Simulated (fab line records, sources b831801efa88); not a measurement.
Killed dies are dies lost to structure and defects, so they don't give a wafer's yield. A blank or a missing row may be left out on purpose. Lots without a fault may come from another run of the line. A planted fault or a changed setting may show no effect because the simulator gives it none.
One fault seen from 2 desks | flow gf180mcu | each desk has only its own numbers; what lay behind them comes last

THE METROLOGY DESK
What the gauges read, lot by lot, whatever tool the lot ran on: means of the sampled wafers that have a number. A lot is out of limits, marked OUT, if its mean lies more than 4 standard deviations from the usual mean; the brackets give that distance.
Columns: A = MIM_ALCU_RS at GF_MIM_RS_MEAS_10, usual 0.1604 ohm/sq; B = V5_W_THK at GF_V5_THK_MEAS_25, usual 353 nm
lot  | first seen here | A      | B
L860 | day 24 22:49    | 0.1597 | 359
L862 | day 25 18:31    | 0.1607 | 355
L863 | day 26 04:17    | 0.1609 | 356
L864 | day 26 12:59    | 0.1596 | 347
L867 | day 27 09:11    | 0.1613 | 352
L868 | day 28 05:26    | 0.1597 | 349
L869 | day 28 14:26    | 0.1604 | 357
L870 | day 28 15:45    | 0.1571 | 347
L872 | day 29 07:02    | 0.1619 | 356
L873 | day 29 15:19    | 0.1602 | 353
L874 | day 29 19:51    | 0.1584 | 346
L877 | day 30 07:42    | 0.1594 | 342
L878 | day 30 20:12    | 0.1581 | 355
This desk's finding: nothing out of limits on any of the 13 lots.

THE TOOL OWNER'S DESK: pvd_sputter-03
The tool's own readings at GF_MIM_SPUTTER_01 (material TiN, target thk 30 nm, time 25 s): means of the sampled wafers that have a number, for each lot that ran on this tool. A lot is out of limits, marked OUT, if its mean lies more than 4 standard deviations from the usual mean; the brackets give that distance.
Columns: A = throttle_valve_pct at GF_MIM_SPUTTER_01, usual 30.0 %
lot  | first seen here | A
L870 | day 28 15:23    | 29.8
L872 | day 29 06:43    | 30.0
L873 | day 29 14:59    | 29.7
L874 | day 29 19:31    | 29.5
L877 | day 30 07:23    | 29.8
L878 | day 30 19:53    | 29.9
This desk's finding: nothing out of limits on any of the 6 lots.

PUT TOGETHER
The metrology desk saw nothing out of limits.
The tool owner's desk saw nothing out of limits.

WHAT THE SIMULATOR HAD PUT IN
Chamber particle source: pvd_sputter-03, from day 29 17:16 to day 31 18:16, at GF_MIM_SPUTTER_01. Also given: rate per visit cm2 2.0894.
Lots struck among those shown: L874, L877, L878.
